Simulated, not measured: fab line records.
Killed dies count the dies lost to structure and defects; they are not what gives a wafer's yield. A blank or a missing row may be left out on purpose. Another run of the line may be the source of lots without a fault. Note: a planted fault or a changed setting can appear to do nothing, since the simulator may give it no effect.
Struck lot and sound lot, side by side + flow sky130 + 14 steps out of a route of 708
Sound: these wafers, L537.1, L537.3, L537.4. Struck: wafer L550.5. (L550.6 of the same lot was not struck and is left out.) The cause comes at the end.
Per side, at each step with rows, come the tool, then ch with its chambers, and then its first start. Under that, the readings that differ: sound wafers + struck wafers + difference of the means + sigmas: that difference in standard deviations of wafers without a fault.
alike: same words and numbers on both sides, and readings whose means sit less than 2 such deviations apart. not compared: any withheld reading, any reading some wafer has no value for, any bound like >300 that may hide the same value, and any number with overlapping values for which the record gives no deviation.
The two part at a step that has a row with sigmas, a row that says differs or no value, or rows on one side only. Numbers that don't overlap but have no deviation are shown without sigmas and don't part them. A reading missing from all wafers of one side parts the sides only when that side holds two or more wafers.

SKY_CAP2M_THK_MEAS_01:
  sound on film-metro-04 at day 41 00:20; struck on film-metro-03 at day 44 11:44
  alike: CAP2M_CVD_00_THK
SKY_CAP2M_SPUTTER_02: material TiN, target thk 200 nm, time 166.7 s.
  sound on pvd-sputter-04 at day 41 00:23; struck on pvd-sputter-03 at day 44 11:49
  alike: throttle-valve-pct
SKY_CAP2M_RS_MEAS_03: a four-point-probe measurement.
  sound on film-metro-03 at day 41 00:30; struck on film-metro-04 at day 44 11:56
  alike: CAP2M_TIN_RS
SKY_CAP2M_THK_MEAS_04: measures by xrf.
  sound on film-metro-03 at day 41 00:37; struck on film-metro-04 at day 44 12:01
  alike: CAP2M_TIN_THK
then, 7 steps without rows for these wafers: SKY_CAP2M_DEHYDRATE_05 (time 60 s); SKY_CAP2M_HMDS_06 (prime time 60 s); SKY_CAP2M_COAT_07 (resist thk 1140 nm); SKY_CAP2M_SOFTBAKE_08 (time 60 s); SKY_CAP2M_EXPOSE_09 (exposes mask CAP2M, target cd 1000 nm); SKY_CAP2M_PEB_10; SKY_CAP2M_DEVELOP_11 (develop time 60 s).
SKY_CAP2M_OVL_MEAS_12:
  sound on overlay-01 at day 42 00:01; struck on overlay-02 at day 45 09:04
  alike: CAP2M_OVL
SKY_CAP2M_METAL_ETCH_13: etches TiN in Cl2/BCl3, stops on SiO2, target depth 220 nm, time 62.9 s.
  sound on rie-metal-04 ch 0,1, day 42 00:04; struck on rie-metal-01 ch 1, day 45 09:08
| reading                                    | sound                | struck | difference | sigmas |
|--------------------------------------------|----------------------|--------|------------|--------|
| oes-product-au (a.u.)                      | 0.946 0.944 0.951    | 0.981  | +0.034     | +6     |
| run-length-s (s)                           | 90.9 91.3 90.7       | 88.6   | -2.4       | -6     |
| throttle-valve-pct (%)                     | 21.919 21.899 21.910 | 21.883 | -0.026     | -3     |
| model.NOVOLAK_of_CAP2M_COAT_07.thk-nm (nm) | 992.3 992.6 992.8    | 995    | +2         |        |
  alike: drypump-motor-current-A
  not compared: rf-hours-counter-h
SKY_CAP2M_STRIP_14: strips in O2/N2.
  sound on plasma-asher-01 ch 0,1, day 42 00:08; struck on plasma-asher-01 ch 1, day 45 09:13
| reading               | sound             | struck | difference | sigmas |
|-----------------------|-------------------|--------|------------|--------|
| oes-product-au (a.u.) | 0.716 0.715 0.707 | 0.702  | -0.011     | -2     |
  alike: drypump-motor-current-A, strip-time-to-endpoint-s
  not compared: rf-hours-counter-h

WHERE THEY PART
At SKY_CAP2M_METAL_ETCH_13 first; at SKY_CAP2M_STRIP_14 last (within this record only).

WHY: what had been put in by the simulator
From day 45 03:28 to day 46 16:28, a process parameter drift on rie-metal-01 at SKY_CAP2M_METAL_ETCH_13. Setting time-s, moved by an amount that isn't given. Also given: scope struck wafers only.
